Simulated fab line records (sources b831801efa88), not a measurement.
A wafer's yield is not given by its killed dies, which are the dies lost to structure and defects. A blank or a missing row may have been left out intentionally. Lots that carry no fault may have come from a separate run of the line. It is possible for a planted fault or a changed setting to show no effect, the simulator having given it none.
A struck lot beside a sound one :: flow gf180mcu :: 21 steps out of a route of 602
Sound: these wafers, L915.3, L915.5, L915.6. Wafers struck: L931.2, L931.4, L931.5. The cause is given at the end.
Per side, at each step with rows, come the tool, then ch with its chambers, and then its first start. Under that, the readings that differ: sound wafers :: struck wafers :: difference of the means :: sigmas: that difference in standard deviations of wafers without a fault.
alike: readings with means less than 2 such deviations apart, plus words and numbers identical on both sides. not compared: withheld readings, readings lacking a value on some wafer, bounds such as >300 that could conceal the same value, and numbers that have no deviation in the record and whose values overlap.
Wherever a step has rows on one side only, a row that says differs or no value, or a row with sigmas, the two part there. Numbers that don't overlap but have no deviation are shown without sigmas and don't part them. A reading missing from all wafers of one side parts the sides only when that side holds two or more wafers.

first, 3 steps without rows for these wafers: GF_LVPWELL_EXPOSE_04 (exposes mask LVPWELL, target cd 600 nm); GF_LVPWELL_PEB_05; GF_LVPWELL_DEVELOP_06 (develop time 60 s).
GF_LVPWELL_OVL_MEAS_07:
  sound on overlay-02, day 5 01:01; struck on overlay-01, day 8 18:43
  alike: LVPWELL_OVL
then, 2 steps without rows for these wafers: GF_LVPWELL_IMPLANT_08; GF_LVPWELL_IMPLANT_09.
GF_LVPWELL_STRIP_10: strips in O2/N2.
  sound on plasma_asher-01 ch 0,1, day 5 01:23; struck on plasma_asher-03 ch 0,1, day 8 19:02
  alike: drypump_motor_current_A, heater_power_w, n2_flow_sccm, oes_product_au, strip_time_to_endpoint_s
  not compared: rf_hours_counter_h
GF_LVPWELL_TW_MEAS_11:
  sound on film_metro-04, day 5 01:28; struck on film_metro-02, day 8 19:09
reading: LVPWELL_TW
sound: 564 558 560
struck: 551 549 548
difference: -11
sigmas: -3
then, 4 steps without rows for these wafers: GF_MVSD_DEHYDRATE_00 (time 60 s); GF_MVSD_HMDS_01 (prime time 60 s); GF_MVSD_COAT_02 (resist thk 3000 nm); GF_MVSD_SOFTBAKE_03.
GF_MVSD_EXPOSE_04: exposes mask MVSD, target cd 1000 nm.
  sound on iline_stepper-01 ch 0, day 5 08:16; struck on iline_stepper-01 ch 0, day 9 03:40
reading: mask
sound: MVSD#0 MVSD#0 MVSD#0
struck: MVPSD#0 MVPSD#0 MVPSD#0
difference: differs
sigmas: 
  alike: exposure_dose_mJ_cm2
then, 2 steps without rows for these wafers: GF_MVSD_PEB_05; GF_MVSD_DEVELOP_06 (develop time 60 s).
GF_MVSD_OVL_MEAS_07:
  sound on overlay-01, day 5 15:13; struck on overlay-02, day 9 11:43
reading: MVSD_OVL (nm)
sound: 1.1 -0.1 0.2
struck: - - -
difference: no value on the struck wafers
sigmas: 
then, 2 steps without rows for these wafers: GF_MVSD_IMPLANT_08; GF_MVSD_IMPLANT_09.
GF_MVSD_STRIP_10: strips in O2/N2.
  sound on plasma_asher-01 ch 0,1, day 5 15:34; struck on plasma_asher-02 ch 0,1, day 9 12:02
  alike: drypump_motor_current_A, heater_power_w, n2_flow_sccm, oes_product_au, strip_time_to_endpoint_s
  not compared: rf_hours_counter_h
GF_MVSD_TW_MEAS_11:
  sound on film_metro-01, day 5 15:40; struck on film_metro-04, day 9 12:22
reading: MVSD_TW
sound: 1579 1571 1583
struck: 30 30 30
difference: -1548
sigmas: -99 or more
  not compared: hold
GF_PASSIVATION_PROBE_99:
  the record has rows for the sound wafers here (prober-02, day 30 13:23) and none for the struck ones

WHERE THEY PART
At GF_LVPWELL_TW_MEAS_11 first; at GF_PASSIVATION_PROBE_99 last (within this record only).

WHY: the cause the simulator had injected
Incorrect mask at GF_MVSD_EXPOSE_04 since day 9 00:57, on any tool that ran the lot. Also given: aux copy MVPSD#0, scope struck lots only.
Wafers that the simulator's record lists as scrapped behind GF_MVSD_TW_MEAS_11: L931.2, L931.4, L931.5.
